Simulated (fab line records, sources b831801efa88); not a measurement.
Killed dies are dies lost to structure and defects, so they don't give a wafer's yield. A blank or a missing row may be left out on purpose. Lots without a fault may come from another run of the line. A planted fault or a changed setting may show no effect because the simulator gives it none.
A struck lot beside a sound one | flow sky130 | 32 steps out of a route of 708
Sound: wafers L350.1, L350.5, L350.6. Struck: wafer L358.2. (L358.4 of the same lot was not struck and is left out.) The cause comes at the end.
At each step with rows: each side's tool, then ch and its chambers, then its first start. Under that, the readings that differ: sound wafers | struck wafers | difference of the means | sigmas: that difference in standard deviations of wafers without a fault.
alike: readings whose means differ by less than 2 such deviations, and words and numbers that are the same on both sides. not compared: withheld readings, readings that some wafer has no value for, bounds like >300 that may hide the same value, and numbers for which the record gives no deviation and whose values overlap.
The two part at a step that has a row with sigmas, a row that says differs or no value, or rows on one side only. Numbers that don't overlap but have no deviation are shown without sigmas and don't part them. A reading that every wafer of one side lacks parts them only if that side has two wafers or more.

SKY_VIA1_ETCH_15: etches SiO2 in C4F8/O2/Ar, stops on TiN, target depth 351 nm, time 54 s.
  sound on rie_diel-03 ch 0,1,2, day 34 05:52; struck on rie_diel-02 ch 0, day 36 16:05
  alike: oes_product_au
  not compared: rf_hours_counter_h
SKY_VIA1_STRIP_16: strips in O2/N2.
  sound on plasma_asher-02 ch 0,1, day 34 05:55; struck on plasma_asher-02 ch 0, day 36 16:08
  alike: drypump_motor_current_A, o2_flow_sccm, oes_product_au, strip_time_to_endpoint_s
  not compared: rf_hours_counter_h
then, 3 steps without rows for these wafers: SKY_VIA1_STRIP_17 (strips in post etch residue remover, time 1200 s); SKY_VIA1_CLEAN_18 (cleans in IPA, time 180 s); SKY_VIA1_CLEAN_19 (cleans in O3/DIW).
SKY_VIA1_SPUTTER_20: material TiN, target thk 20 nm, time 80 s.
  sound on pvd_sputter-02, day 34 06:34; struck on pvd_sputter-02, day 36 16:47
  alike: throttle_valve_pct
SKY_VIA1_CVD_21: deposits W, target thk 270 nm, time 80.902 s.
  sound on cvd_w-01 ch 0,1, day 34 06:37; struck on cvd_w-01 ch 1, day 36 16:50
  alike: heater_power_w, susceptor_temp_C
SKY_VIA1_RS_MEAS_22: measures by four-point-probe.
  sound on film_metro-04, day 34 06:43; struck on film_metro-04, day 36 16:58
  alike: VIA1_W_RS
SKY_VIA1_THK_MEAS_23: measures by xrf.
  sound on film_metro-04, day 34 06:50; struck on film_metro-04, day 36 17:04
  alike: VIA1_W_THK
then, 3 steps without rows for these wafers: SKY_VIA1_CMP_24 (polishes, stops on SiO2, t overpolish 15 s, target thk 0 nm); SKY_METAL2_SPUTTER_00 (material Ti, target thk 15 nm, time 10 s); SKY_METAL2_SPUTTER_01 (material TiN, target thk 20 nm, time 16.7 s).
SKY_METAL2_SPUTTER_02: material AlCu, target thk 250 nm, time 13.3 s.
  sound on pvd_sputter-01, day 34 07:14; struck on pvd_sputter-01, day 36 17:28
  reading                                     | sound             | struck | difference | sigmas
  model.AlCu_of_METAL2_SPUTTER_02.thk_nm (nm) | 247.8 247.8 249.4 | 204.3  | -44.0      |
  alike: throttle_valve_pct
then, 2 steps without rows for these wafers: SKY_METAL2_SPUTTER_03 (material Ti, target thk 5 nm, time 3.3 s); SKY_METAL2_SPUTTER_04 (material TiN, target thk 70 nm, time 58.3 s).
SKY_METAL2_RS_MEAS_05: measures by four-point-probe.
  sound on film_metro-03, day 34 07:20; struck on film_metro-03, day 36 17:35
  reading                 | sound                | struck | difference | sigmas
  METAL2_ALCU_RS (ohm/sq) | 0.1279 0.1281 0.1269 | 0.1561 | +0.0285    | +26
SKY_METAL2_THK_MEAS_06: measures by xrf.
  sound on film_metro-03, day 34 07:27; struck on film_metro-03, day 36 17:41
  reading              | sound             | struck | difference | sigmas
  METAL2_ALCU_THK (nm) | 251.5 250.5 253.7 | 207.1  | -44.8      | -20
then, 8 steps without rows for these wafers: SKY_METAL2_DEHYDRATE_07 (time 60 s); SKY_METAL2_HMDS_08 (prime time 60 s); SKY_METAL2_COAT_09 (resist thk 60 nm); SKY_METAL2_COAT_10 (resist thk 450 nm); SKY_METAL2_SOFTBAKE_11 (time 90 s); SKY_METAL2_EXPOSE_12 (exposes mask MM2, target cd 140 nm); SKY_METAL2_PEB_13; SKY_METAL2_DEVELOP_14 (develop time 60 s).
SKY_METAL2_CD_MEAS_15: target cd 140 nm.
  sound on cd_sem-02, day 35 09:02; struck on cd_sem-02, day 37 19:26
  alike: cd_nm
SKY_METAL2_OVL_MEAS_16:
  sound on overlay-01, day 35 09:10; struck on overlay-02, day 37 19:32
  alike: METAL2_OVL
then, 1 step without rows for these wafers: SKY_METAL2_DESCUM_17 (chemistry O2, time 8 s).
SKY_METAL2_ETCH_18: etches BARC in N2/H2, stops on SiO2, time 45.9 s, target depth 60 nm.
  sound on rie_metal-01 ch 1, day 35 09:16; struck on rie_metal-02 ch 1, day 37 19:36
  alike: drypump_motor_current_A, oes_product_au, throttle_valve_pct
  not compared: rf_hours_counter_h
SKY_METAL2_METAL_ETCH_19: etches the open film in Cl2/BCl3, stops on SiO2, target depth 360 nm, time 78 s.
  sound on rie_metal-01 ch 1, day 35 09:23; struck on rie_metal-02 ch 1, day 37 19:41
  reading               | sound             | struck | difference | sigmas
  mfc_cl2_sccm (sccm)   | 59.83 59.89 59.97 | 60.26  | +0.36      | +2
  oes_product_au (a.u.) | 0.853 0.849 0.854 | 0.810  | -0.042     | -7
  alike: drypump_motor_current_A, throttle_valve_pct
  not compared: rf_hours_counter_h
then, 1 step without rows for these wafers: SKY_METAL2_STRIP_20 (strips in O2/N2).
-- the record jumps here: 10 days lie between the struck wafers' starts before and after (it left off in module METAL2 and takes up again in module PAD_OPEN, whose first step shown is number 708 of the route) --
SKY_PAD_OPEN_PROBE_99:
  sound on prober-02, day 45 22:56; struck on prober-01, day 47 21:42
  reading                      | sound                | struck | difference | sigmas
  model.etest.met2.line_ohm_um | 0.9454 0.956 0.919   | 1.096  | +0.156     |
  model.etest.met2.rs_ohm_sq   | 0.1299 0.1305 0.1287 | 0.157  | +0.027     |
  alike: defect_limited_yield, killed_at_M0_to_M3, killed_at_M4_up, killed_at_contacts, killed_at_front_end, killed_at_other, killed_dies, killed_open, killed_short, sort_bin_3_pad_short, sort_bin_5_function, sort_bin_6_memory, sort_n_pass, sort_yield_pct

WHERE THEY PART
First at SKY_METAL2_RS_MEAS_05; last, within this record, at SKY_METAL2_METAL_ETCH_19. Later steps at which nothing parts them and some readings are alike: SKY_PAD_OPEN_PROBE_99.

WHY: what the simulator had put in
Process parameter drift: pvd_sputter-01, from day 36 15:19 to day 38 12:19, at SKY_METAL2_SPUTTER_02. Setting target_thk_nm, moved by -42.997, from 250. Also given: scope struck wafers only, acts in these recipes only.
